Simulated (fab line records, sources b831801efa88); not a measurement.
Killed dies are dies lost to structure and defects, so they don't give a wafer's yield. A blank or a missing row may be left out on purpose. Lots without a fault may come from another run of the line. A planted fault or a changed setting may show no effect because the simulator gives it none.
One fault seen from 2 desks | flow sky130 | each desk has only its own numbers; what lay behind them comes last

THE TOOL OWNER'S DESK: implanter-03
The tool's own readings at SKY_VT_ADJUST_HVTP_IMPLANT_09: means of the sampled wafers that have a number, for each lot that ran on this tool. A lot is out of limits, marked OUT, if its mean lies more than 4 standard deviations from the usual mean; the brackets give that distance.
Columns: A = dose_ions_cm2 at SKY_VT_ADJUST_HVTP_IMPLANT_09, usual 4.301e+12; B = end_station_pressure_torr at SKY_VT_ADJUST_HVTP_IMPLANT_09, usual 5.01e-06 Torr; C = faraday_current_uA at SKY_VT_ADJUST_HVTP_IMPLANT_09, usual 24.3
lot  | first seen here | A                           | B        | C
L252 | day 6 01:08     | 4.302e+12                   | 4.84e-06 | 24.8
L253 | day 6 09:12     | 4.305e+12                   | 5.11e-06 | 24.5
L256 | day 7 01:04     | 4.301e+12                   | 4.87e-06 | 24.2
L260 | day 8 08:38     | 1.145e+12 (-99 or more) OUT | 5.05e-06 | 6.5 (-36) OUT
L264 | day 9 08:41     | 1.138e+12 (-99 or more) OUT | 5.15e-06 | 6.5 (-36) OUT
L275 | day 12 13:34    | 4.298e+12                   | 5.01e-06 | 24.2
This desk's finding: out of limits on L260, L264; first on L260, day 8 08:38 (dose_ions_cm2 at SKY_VT_ADJUST_HVTP_IMPLANT_09). In limits: L252, L253, L256, L275.

THE METROLOGY DESK
What the gauges read, lot by lot, whatever tool the lot ran on: means of the sampled wafers that have a number. A lot is out of limits, marked OUT, if its mean lies more than 4 standard deviations from the usual mean; the brackets give that distance.
Columns: A = NWELL_01_OVL at SKY_NWELL_OVL_MEAS_23, usual 0.3 nm; B = cd_nm at SKY_VT_ADJUST_HVTP_CD_MEAS_07, usual 379.9 nm; C = VT_ADJUST_HVTP_TW at SKY_VT_ADJUST_HVTP_TW_MEAS_11, usual 1369
lot  | first seen here | A    | B     | C
L252 | day 5 05:26     | 0.7  | 378.1 | 1366
L253 | day 5 13:14     | 1.9  | 386.0 | 1363
L254 | day 5 21:08     | 1.3  | 381.7 | 1365
L256 | day 6 06:16     | 0.3  | 380.2 | 1377
L258 | day 6 18:29     | -0.7 | 376.3 | 1369
L260 | day 7 12:17     | -1.0 | 377.2 | 896 (-68) OUT
L261 | day 7 17:53     | 2.1  | 376.5 | 1374
L264 | day 8 10:40     | 0.0  | 377.9 | 889 (-69) OUT
L270 | day 9 21:04     | 0.1  | 382.5 | 1373
L271 | day 10 04:22    | 0.9  | 378.6 | 1365
L274 | day 11 11:25    | 1.0  | 380.2 | 1369
L275 | day 11 11:41    | -0.7 | 382.2 | 1370
This desk's finding: out of limits on L260, L264; first on L260, day 8 08:53 (VT_ADJUST_HVTP_TW at SKY_VT_ADJUST_HVTP_TW_MEAS_11). In limits: L252, L253, L254, L256, L258, L261, L270, L271, L274, L275.

PUT TOGETHER
The tool owner's desk could have raised an alarm at day 8 08:38, on L260, L264.
The metrology desk could have raised an alarm at day 8 08:53, on L260, L264.
Of the lots named, all ran SKY_VT_ADJUST_HVTP_IMPLANT_09 on implanter-03.

WHAT THE SIMULATOR HAD PUT IN
Process parameter drift: implanter-03, from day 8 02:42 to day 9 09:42, at SKY_VT_ADJUST_HVTP_IMPLANT_09. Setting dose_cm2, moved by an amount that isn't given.
Lots struck among those shown: L260, L264.
Hours from the fault's start to each desk's first reading out of limits: the tool owner's desk, 6; the metrology desk, 6.
